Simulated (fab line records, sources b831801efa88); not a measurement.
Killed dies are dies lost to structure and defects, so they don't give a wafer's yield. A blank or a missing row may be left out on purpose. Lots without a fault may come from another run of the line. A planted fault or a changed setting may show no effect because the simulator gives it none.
A struck lot beside a sound one | flow gf180mcu | 14 steps out of a route of 602
Sound: wafers L829.2, L829.4, L829.6. Struck: wafers L839.3, L839.4, L839.5. The cause comes at the end.
At each step with rows: each side's tool, then ch and its chambers, then its first start. Under that, the readings that differ: sound wafers | struck wafers | difference of the means | sigmas: that difference in standard deviations of wafers without a fault.
alike: readings whose means differ by less than 2 such deviations, and words and numbers that are the same on both sides. not compared: withheld readings, readings that some wafer has no value for, bounds like >300 that may hide the same value, and numbers for which the record gives no deviation and whose values overlap.
The two part at a step that has a row with sigmas, a row that says differs or no value, or rows on one side only. Numbers that don't overlap but have no deviation are shown without sigmas and don't part them. A reading that every wafer of one side lacks parts them only if that side has two wafers or more.

first, 3 steps without rows for these wafers: GF_LVPWELL_EXPOSE_04 (exposes mask LVPWELL, target cd 600 nm); GF_LVPWELL_PEB_05; GF_LVPWELL_DEVELOP_06 (develop time 60 s).
GF_LVPWELL_OVL_MEAS_07:
  sound on overlay-02, day 4 13:16; struck on overlay-02, day 6 22:58
  alike: LVPWELL_OVL
then, 2 steps without rows for these wafers: GF_LVPWELL_IMPLANT_08; GF_LVPWELL_IMPLANT_09.
GF_LVPWELL_STRIP_10: strips in O2/N2.
  sound on plasma_asher-03 ch 0,1, day 4 13:35; struck on plasma_asher-04 ch 0,1, day 6 23:19
  reading                      | sound             | struck            | difference | sigmas
  strip_time_to_endpoint_s (s) | 37.10 37.09 37.07 | 36.78 36.88 36.74 | -0.29      | -3
  alike: chamber_pressure_mTorr, drypump_motor_current_A, heater_power_w, oes_product_au
  not compared: rf_hours_counter_h
GF_LVPWELL_TW_MEAS_11:
  sound on film_metro-04, day 4 13:42; struck on film_metro-01, day 6 23:25
  alike: LVPWELL_TW
then, 4 steps without rows for these wafers: GF_MVSD_DEHYDRATE_00 (time 60 s); GF_MVSD_HMDS_01 (prime time 60 s); GF_MVSD_COAT_02 (resist thk 3000 nm); GF_MVSD_SOFTBAKE_03.
GF_MVSD_EXPOSE_04: exposes mask MVSD, target cd 1000 nm.
  sound on iline_stepper-02 ch 0, day 4 20:55; struck on iline_stepper-01, day 7 06:52
  no value came back on the struck wafers for exposure_dose_mJ_cm2, focus_offset_nm (nm); on the sound wafers exposure_dose_mJ_cm2 reads 260.05 260.21 260.35
  alike: mask
then, 1 step without rows for these wafers: GF_MVSD_PEB_05.

WHERE THEY PART
First at GF_LVPWELL_STRIP_10; last, within this record, at GF_MVSD_EXPOSE_04.

WHY: what the simulator had put in
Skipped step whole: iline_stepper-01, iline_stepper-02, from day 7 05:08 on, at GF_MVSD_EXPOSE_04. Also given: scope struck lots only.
